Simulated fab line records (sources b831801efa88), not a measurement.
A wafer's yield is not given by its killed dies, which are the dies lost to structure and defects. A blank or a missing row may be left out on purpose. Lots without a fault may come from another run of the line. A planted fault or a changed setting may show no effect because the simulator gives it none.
A lot that was struck, set against a sound lot    flow sky130    15 steps out of a route of 708
Sound: wafers L826.1, L826.3, L826.4. Wafers struck: L835.1, L835.3, L835.6. The cause is named last.
Each step with rows lists, per side, the tool, then ch with its chambers, then its first start. Under that, the readings that differ: sound wafers    struck wafers    difference of the means    sigmas: that difference in standard deviations of wafers without a fault.
alike: words and numbers the same on both sides, and readings whose means are apart by under 2 such deviations; not compared: readings that were withheld, readings missing a value for some wafer, numbers with overlapping values and no deviation given by the record, and bounds like >300 which may hide the same value.
The two part at a step that has a row with sigmas, a row that says differs or no value, or rows on one side only. Non-overlapping numbers with no deviation appear without sigmas and do not part them. Lack of a reading on every wafer of one side parts them only where that side has two or more wafers.

SKY_METAL3_ETCH_16: etches BARC in N2/H2, stops on SiO2, time 88.2 s, target depth 60 nm.
  sound on rieMetal-04 ch 1, day 45 08:39; struck on rieMetal-03 ch 0, day 45 17:56
reading              sound              struck             difference  sigmas
oesProductAu (a.u.)  0.629 0.629 0.624  0.614 0.619 0.620  -0.010      -2
  alike: drypumpMotorCurrentA, n2FlowSccm, throttleValvePct
  not compared: rfHoursCounterH
SKY_METAL3_ETCH_17: etches SiO2 in C4F8/O2/Ar, stops on TiN, time 3.9 s, target depth 15 nm.
  sound on rieDiel-01 ch 0,1,3, day 45 08:51; struck on rieDiel-02 ch 2,3, day 45 18:01
  alike: oesProductAu
  not compared: rfHoursCounterH
SKY_METAL3_METAL_ETCH_18: etches the open film in Cl2/BCl3, stops on SiO2, target depth 845 nm, time 183.1 s.
  sound on rieMetal-03 ch 0,1, day 45 08:52; struck on rieMetal-04 ch 0,1, day 45 18:02
  alike: drypumpMotorCurrentA, oesProductAu, throttleValvePct
  not compared: rfHoursCounterH
SKY_METAL3_STRIP_19: strips in O2/N2.
  sound on plasmaAsher-04 ch 0,1, day 45 09:02; struck on plasmaAsher-04 ch 0,1, day 45 18:13
  alike: drypumpMotorCurrentA, n2FlowSccm, oesProductAu, stripTimeToEndpointS
  not compared: rfHoursCounterH
then, 4 steps without rows for these wafers: SKY_METAL3_STRIP_20 (strips in post etch residue remover, time 1200 s); SKY_METAL3_CLEAN_21 (cleans in IPA, time 180 s); SKY_METAL3_CLEAN_22 (cleans in O3/DIW); SKY_VIA3_HDPCVD_00 (deposits SiO2, target thk 1635 nm, time 272.5 s).
SKY_VIA3_THK_MEAS_01:
  sound on filmMetro-03 at day 45 09:48; struck on filmMetro-04 at day 45 19:02
  alike: VIA3_HDPCVD_THK
SKY_VIA3_CMP_02: polishes SiO2.
  sound on cmp-02 ch 0,2,3, day 45 09:52; struck on cmp-02 ch 0,2,3, day 45 19:24
  alike: motorCurrentA
SKY_VIA3_BOW_MEAS_03:
  sound on filmMetro-04 at day 45 10:10; struck on filmMetro-02 at day 45 19:39
  alike: VIA3_BOW
then, 1 step without rows for these wafers: SKY_VIA3_DEHYDRATE_04 (time 60 s).
SKY_VIA3_HMDS_05: prime time 60 s.
  sound on lithoTrack-03 ch 0, day 45 21:05; struck on lithoTrack-03 ch 0, day 46 05:41
reading         sound                 struck                difference  sigmas
primeTempC (C)  120.13 119.95 120.10  121.70 121.67 121.67  +1.62       +14
  alike: chillPlateTempC
then, 1 step without rows for these wafers: SKY_VIA3_COAT_06 (resist thk 60 nm).
-- the record jumps here: 5 days lie between the struck wafers' starts before and after (it left off in module VIA3 and takes up again in module PAD_OPEN, whose first step shown is number 708 of the route) --
SKY_PAD_OPEN_PROBE_99:
  sound on prober-02 at day 51 11:31; struck on prober-01 at day 51 17:14
reading                 sound           struck          difference  sigmas
defectLimitedYield (%)  79.9 80.1 77.0  85.0 84.1 82.5  +4.9        +2
killedDies              99 98 113       74 78 86        -24         -2
killedOpen              60 53 73        41 39 46        -20         -3
sort_bin_6_memory (%)   9.6 8.1 9.8     6.9 5.7 5.9     -3.0        -2
sortNPass               393 394 379     418 414 406     +24         +2
sortYieldPct (%)        79.9 80.1 77.0  85.0 84.1 82.5  +4.9        +2
  alike: killed_at_M0_to_M3, killed_at_M4_up, killedAtContacts, killedAtFrontEnd, killedAtOther, killedShort, sort_bin_3_pad_short, sort_bin_5_function

## WHERE THEY PART
At SKY_METAL3_ETCH_16 first; at SKY_PAD_OPEN_PROBE_99 last (within this record only).

WHY: the cause the simulator had injected
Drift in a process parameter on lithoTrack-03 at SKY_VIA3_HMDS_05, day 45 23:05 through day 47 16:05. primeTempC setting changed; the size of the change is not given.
